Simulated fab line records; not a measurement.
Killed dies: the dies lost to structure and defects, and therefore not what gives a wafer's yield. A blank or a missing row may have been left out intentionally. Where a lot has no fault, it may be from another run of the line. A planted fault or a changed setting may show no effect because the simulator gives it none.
Matching of chambers -- flow sky130 -- SKY_VIA1_ETCH_15 on rie-diel-04 has 4 sister chambers
The step etches SiO2 in C4F8/O2/Ar, stops on TiN, target depth 351 nm, time 54 s. 8 wafers are shown with their chamber, then 11 later ones without.

## WAFERS WITH THEIR CHAMBER
wafer,chamber,oes-product-au (a.u.)
L079.6,3,0.977
L084.6,2,0.974
L088.2,2,0.983
L088.5,0,0.970
L090.1,3,0.977
L090.2,1,0.975
L090.4,0,0.984
L092.1,1,0.985

## WAFERS WHOSE CHAMBER IS MISSING
wafer,oes-product-au (a.u.)
L092.2,0.974
L092.5,0.978
L094.1,0.979
L094.5,0.974
L094.6,0.985
L095.1,0.980
L095.2,0.970
L095.3,0.977
L095.4,0.980
L095.5,0.983
L095.6,0.977

## CHAMBER TAKEN BY EACH
wafer,from the rows above,in truth
L092.2,can't be placed: 0 or 3 or 2 or 1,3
L092.5,can't be placed: 2 or 0 or 3 or 1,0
L094.1,can't be placed: 2 or 1 or 0 or 3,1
L094.5,can't be placed: 0 or 3 or 2 or 1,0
L094.6,can't be placed: 1 or 2 or 0 or 3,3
L095.1,can't be placed: 1 or 2 or 0 or 3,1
L095.2,can't be placed: 0 or 3 or 2 or 1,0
L095.3,can't be placed: 0 or 3 or 2 or 1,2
L095.4,can't be placed: 1 or 2 or 0 or 3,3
L095.5,can't be placed: 1 or 2 or 0 or 3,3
L095.6,can't be placed: 0 or 3 or 2 or 1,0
0 of 11 placed correctly. Unplaceable from these rows: 11, with the true chamber sitting among the candidates in 11. Placed wrongly: 0.
How it was worked out, from the rows above alone: a wafer's distance from a chamber is the root of the sum, over the readings, of the square of ((its reading less the chamber's mean) divided by the reading's scatter). If the next closest chamber is less than 2 further off than the closest, the wafer can't be placed; otherwise it belongs to the closest. Each chamber's mean is taken over the wafers shown for it. The scatter: take each reading less its chamber's mean, square it, sum over the shown wafers, divide by the number of wafers less the number of chambers, and take the root.
